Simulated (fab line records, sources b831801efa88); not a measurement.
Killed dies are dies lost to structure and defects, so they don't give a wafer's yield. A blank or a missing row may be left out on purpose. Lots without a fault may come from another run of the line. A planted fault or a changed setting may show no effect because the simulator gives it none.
fab line records | flow gf180mcu
record lots=14 wafers=42 last_day=34
route steps=602 shown M3@423 M4@456
lots that met no fault: from a run of the same line without faults
start_h: hours from the record's first day to the start of the lot's first wafer shown | wait_h: hours since the lot's step before | " the same as in the row above | L1.1+2: a row that stands for several wafers | - no value, or no start given | * or withheld: withheld | < > ~ a bound
route shown NAME@n: a module of which the file shows steps, and the number in the route of the first | usual: mean/standard deviation of fault-free wafers | same: alike in all rows | chamber/n: place in a boat | sites: the reading at each site | _std_site: their standard deviation | _edge_site: outer sites' mean less inner sites' | radius_mm: how far each site lies from the wafer's centre | mask NAME#n: copy n | behind: the tool/chamber that last shaped the wafer | hold: why the lot was held/for how many hours/how that ended | device: the transistor (n, p or np) that didn't switch | end of line: the same wafers' tests at the end of the route | a step without rows: its recipe alone | killed: dies lost to structure and defects at the first sort, not the wafer's yield | map: a wafer's dies, x killed, . not, _ none there
set.NAME: the setting as run; set.NAME@STEP: as run at that earlier step | model.NAME: the simulator's own value behind a step, which no gauge read
steps of the route over a sample of lots; a table a step, a row a wafer
services: from which hour (start_h, from the record's first day; less than 0 if before it) a tool's chamber was out of use, for how many hours, and why
## steps
# step GF_M3_CD_MEAS_14
# recipe target_cd_nm=280
# usual cd_nm=279.8/1.3
# columns lot.wafer tool chamber start_h wait_h cd_nm
L993.2 cd_sem-02 - 485.29 0.1 280.9
L993.4 " - " " 282.2
L993.6 " - " " 279.7
L995.4 cd_sem-01 - 508.73 0.1 278.3
L995.5 " - " " 278.2
L995.6 " - " " 278.5
L997.1 cd_sem-01 - 539.22 0.1 279.9
L997.4 " - " " 279.8
L997.6 " - " " 279.5
L999.1 cd_sem-02 - 556.14 0.1 279.8
L999.3 " - " " 279.6
L999.5 " - " " 279.4
L100.3 cd_sem-02 - 562.08 0.1 282.0
L100.4 " - " " 281.1
L100.5 " - " " 281.3
L101.2 cd_sem-02 - 582.69 0.1 278.7
L101.4 " - " " 277.9
L101.5 " - " " 277.0
L105.2 cd_sem-02 - 604.11 0.1 281.9
L105.4 " - " " 279.7
L105.6 " - " " 281.8
L106.2 cd_sem-02 - 613.64 0.1 279.4
L106.5 " - " " 278.4
L106.6 " - " " 279.6
L107.3 cd_sem-02 - 616.98 0.1 280.3
L107.4 " - " " 280.1
L107.6 " - " " 280.8
L108.2 cd_sem-02 - 627.39 0.1 279.4
L108.3 " - " " 280.7
L108.5 " - " " 280.0
L110.1 cd_sem-01 - 631.74 0.1 279.5
L110.2 " - " " 278.4
L110.6 " - " " 278.0
L111.4 cd_sem-01 - 642.73 0.1 279.4
L111.5 " - " " 280.6
L111.6 " - " " 280.3
L112.2 cd_sem-01 - 650.01 0.1 277.1
L112.3 " - " " 277.6
L112.4 " - " " 277.6
L115.3 cd_sem-01 - 673.66 0.1 280.5
L115.4 " - " " 278.6
L115.5 " - " " 280.0
# step GF_M4_SPUTTER_00
# recipe material=Ti target_thk_nm=37.5 arriving_ion_energy_ev=80 substrate_temp_c=200 chamber_pressure_pa=2 power_w=4000 time_s=150
# usual cathode_dc_power_W=4000.1/0.77 chamber_pressure_pa=2.000/0.004 throttle_valve_pct=30.6/0.77 time_s=150/0
# columns lot.wafer tool chamber start_h wait_h cathode_dc_power_W chamber_pressure_pa throttle_valve_pct time_s
L993.2 pvd_sputter-03 - 511.36 0.1 4000.1 2.009 29.2 150
L993.4 " - " " 4000.7 1.998 30.5 150
L993.6 " - " " 3998.5 2.005 29.1 150
L995.4 pvd_sputter-04 - 535.15 0.1 4000.6 2.003 31.6 150
L995.5 " - " " 4000.2 1.998 31.2 150
L995.6 " - " " 4000.7 1.999 29.6 150
L997.1 pvd_sputter-04 - 565.12 0.2 3999.8 2.003 31.2 150
L997.4 " - " " 4000.7 1.994 31.6 150
L997.6 " - " " 3998.5 2.002 31.3 150
L999.1 pvd_sputter-01 - 581.38 0.1 4000.2 1.998 31.1 150
L999.3 " - " " 4000.2 1.995 30.7 150
L999.5 " - " " 4000.3 2.004 31.0 150
L100.3 pvd_sputter-04 - 586.66 0.1 4000.7 1.999 30.5 150
L100.4 " - " " 3998.7 2.004 31.6 150
L100.5 " - " " 3999.1 1.994 31.6 150
L101.2 pvd_sputter-03 - 606.90 0.1 3999.8 1.999 29.3 150
L101.4 " - " " 3999.5 2.006 30.8 150
L101.5 " - " " 3999.9 2.000 31.1 150
L105.2 pvd_sputter-04 - 627.62 0.2 4000.1 2.004 30.4 150
L105.4 " - " " 4000.6 2.008 31.6 150
L105.6 " - " " 4000.6 1.993 31.1 150
L106.2 pvd_sputter-04 - 636.33 0.1 4000.5 1.997 29.4 150
L106.5 " - " " 4001.0 1.995 30.3 150
L106.6 " - " " 3999.4 1.998 31.5 150
L107.3 pvd_sputter-03 - 639.61 0.1 4000.8 2.003 29.2 150
L107.4 " - " " 3999.6 1.994 30.6 150
L107.6 " - " " 3999.2 1.999 29.3 150
L108.2 pvd_sputter-01 - 650.05 0.1 4000.4 2.003 31.1 150
L108.3 " - " " 4002.4 2.000 31.7 150
L108.5 " - " " 3999.7 2.000 31.0 150
L110.1 pvd_sputter-04 - 654.84 0.2 - - - -
L110.2 " - " " - - - -
L110.6 " - " " - - - -
L111.4 pvd_sputter-01 - 664.61 0.2 - - - -
L111.5 " - " " - - - -
L111.6 " - " " - - - -
L112.2 pvd_sputter-01 - 672.65 0.2 4001.0 2.007 29.6 150
L112.3 " - " " 4000.3 1.999 31.1 150
L112.4 " - " " 4000.7 2.004 31.8 150
L115.3 pvd_sputter-01 - 695.34 0.2 4000.5 2.002 31.4 150
L115.4 " - " " 4000.3 2.006 29.4 150
L115.5 " - " " 4000.8 2.003 31.4 150
# step GF_M4_OVL_MEAS_15
# usual M4_OVL=-2/6.3
# columns lot.wafer tool chamber start_h wait_h M4_OVL[nm]
L993.2 overlay-01 - 534.95 0.1 -10
L993.4 " - " " -18
L993.6 " - " " -13
L995.4 overlay-01 - 557.88 0.1 -13
L995.5 " - " " -9
L995.6 " - " " -13
L997.1 overlay-01 - 587.34 0.1 4
L997.4 " - " " -1
L997.6 " - " " -7
L999.1 overlay-01 - 602.52 0.1 -5
L999.3 " - " " -6
L999.5 " - " " -7
L100.3 overlay-02 - 607.97 0.1 -1
L100.4 " - " " -5
L100.5 " - " " -3
L101.2 overlay-01 - 627.15 0.1 -12
L101.4 " - " " -8
L101.5 " - " " -1
L105.2 overlay-02 - 647.62 0.1 -7
L105.4 " - " " -5
L105.6 " - " " -6
L106.2 overlay-01 - 656.32 0.1 -1
L106.5 " - " " -4
L106.6 " - " " -1
L107.3 overlay-02 - 658.92 0.1 -4
L107.4 " - " " 6
L107.6 " - " " 0
L108.2 overlay-01 - 669.16 0.1 -2
L108.3 " - " " -2
L108.5 " - " " -4
L110.1 overlay-02 - 674.37 0.1 -3
L110.2 " - " " -8
L110.6 " - " " -5
L111.4 overlay-01 - 683.71 0.1 0
L111.5 " - " " 2
L111.6 " - " " 2
L112.2 overlay-02 - 692.21 0.1 -10
L112.3 " - " " -6
L112.4 " - " " -4
L115.3 overlay-01 - 713.53 0.1 0
L115.4 " - " " -2
L115.5 " - " " -2
# step GF_M4_STRIP_17
# recipe chemistry=O2/N2 power_w=1400 pressure_mtorr=1500 platen_temp_c=250 o2_flow_sccm=3000 n2_flow_sccm=300 overash_fraction=0.5
# usual drypump_motor_current_A=6.1/0.48 heater_power_w=319/19 oes_product_au=0.557/0.005 strip_time_to_endpoint_s=7.87/0.049
# columns lot.wafer tool chamber start_h wait_h drypump_motor_current_A heater_power_w oes_product_au rf_hours_counter_h strip_time_to_endpoint_s
L993.2 plasma_asher-03 0 535.09 0.1 5.7 318 0.555 76 7.79
L993.4 " 1 " " 6.7 357 0.557 - 7.86
L993.6 " 1 " " 6.8 354 0.559 - 7.80
L995.4 plasma_asher-01 0 558.05 0.1 5.8 311 0.560 - 7.91
L995.5 " 1 " " 5.3 350 0.557 - 7.95
L995.6 " 0 " " 5.7 306 0.555 - 7.91
L997.1 plasma_asher-02 1 587.49 0.1 6.5 312 0.555 97 7.85
L997.4 " 1 " " 6.5 308 0.556 - 7.84
L997.6 " 1 " " 6.5 308 0.554 - 7.82
L999.1 plasma_asher-02 0 602.78 0.2 5.7 310 0.555 98 7.80
L999.3 " 0 " " 5.7 305 0.556 - 7.82
L999.5 " 0 " " 5.6 312 0.556 - 7.76
L100.3 plasma_asher-03 1 608.14 0.1 6.8 350 0.562 - 7.92
L100.4 " 0 " " 5.8 315 0.562 - 7.87
L100.5 " 1 " " 6.8 346 0.548 - 7.87
L101.2 plasma_asher-02 1 627.29 0.1 6.5 301 0.560 101 7.87
L101.4 " 1 " " 6.5 305 0.559 - 7.89
L101.5 " 0 " " 5.7 312 0.552 - 7.87
L105.2 plasma_asher-01 1 647.76 0.1 5.3 352 0.554 21 7.83
L105.4 " 0 " " 5.7 302 0.555 - 7.79
L105.6 " 1 " " 5.3 358 0.554 - 7.88
L106.2 plasma_asher-03 1 656.46 0.1 6.8 362 0.552 89 7.81
L106.5 " 1 " " 6.8 345 0.558 - 7.79
L106.6 " 0 " " 5.8 309 0.557 - 7.86
L107.3 plasma_asher-03 1 659.09 0.1 6.8 356 0.554 - 7.88
L107.4 " 0 " " 5.8 315 0.558 - 7.92
L107.6 " 0 " " 5.8 310 0.555 - 7.92
L108.2 plasma_asher-03 0 669.42 0.1 5.7 317 0.562 90 7.87
L108.3 " 0 " " 5.7 312 0.549 - 7.89
L108.5 " 0 " " 5.7 305 0.559 - 7.90
L110.1 plasma_asher-02 0 674.51 0.1 5.7 304 0.549 106 7.84
L110.2 " 1 " " 6.5 302 0.553 106 7.93
L110.6 " 0 " " 5.6 323 0.557 - 7.83
L111.4 plasma_asher-02 0 683.87 0.1 5.7 317 0.553 - 7.91
L111.5 " 1 " " 6.5 309 0.561 - 7.83
L111.6 " 0 " " 5.7 313 0.557 - 7.91
L112.2 plasma_asher-02 1 692.47 0.1 6.5 308 0.547 107 7.89
L112.3 " 1 " " 6.5 303 0.555 - 7.88
L112.4 " 0 " " 5.7 317 0.556 - 7.84
L115.3 plasma_asher-02 1 713.70 0.1 6.5 308 0.559 - 7.85
L115.4 " 0 " " 5.7 321 0.565 - 7.89
L115.5 " 0 " " 5.7 315 0.563 - 7.92
## services
# columns tool chamber start_h hours kind
pvd_sputter-04 - 515.84 4.2 repair
plasma_asher-01 - 521.62 21.6 repair
plasma_asher-01 - 560.86 1.8 repair
pvd_sputter-03 - 562.72 4.9 repair
plasma_asher-03 - 570.88 0.4 repair
pvd_sputter-04 - 574.91 3.3 repair
pvd_sputter-01 - 584.11 3.1 repair
pvd_sputter-04 - 598.76 6.2 repair
pvd_sputter-01 - 635.58 1.7 repair
pvd_sputter-03 - 694.33 2.5 repair
## key
first_sign step=GF_M4_SPUTTER_00 reading=tool_record direction=missing
effect none on later readings
met_at GF_M4_SPUTTER_00
struck_lots L110,L111
later_rows_left_out L110.1,L110.2,L110.6,L111.4,L111.5,L111.6
sort_left_out L110.1,L110.2,L110.6,L111.4,L111.5,L111.6
tester_left_out L111
not_acting_at GF_M3_CD_MEAS_14,GF_M4_OVL_MEAS_15,GF_M4_STRIP_17
onset_between 650.05 654.84
earlier_fault kind=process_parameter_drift tool=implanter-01 chamber=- onset_h=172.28 steps=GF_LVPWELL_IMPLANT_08 channel=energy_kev offset=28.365 shape=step end_h=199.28 acts_in=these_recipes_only stated=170
fault kind=skipped_step_whole tool=pvd_sputter-01,pvd_sputter-04 chamber=- onset_h=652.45 steps=GF_M4_SPUTTER_00 scope=struck_lots_only
# tester_left_out: of these lots the tester's yield and bins aren't shown, on N5 and GAA mostly nor the transistor test; their killed dies are dies lost to structure and defects alone, not to doping, threshold or leakage, so they don't give the yield
# sort_left_out: the simulated sort isn't trusted on such a fault, so these wafers' sort isn't shown, and their yield isn't known
# later_rows_left_out: the simulator's readings of these wafers behind a module that went badly wrong aren't trusted and aren't shown, but for the sort
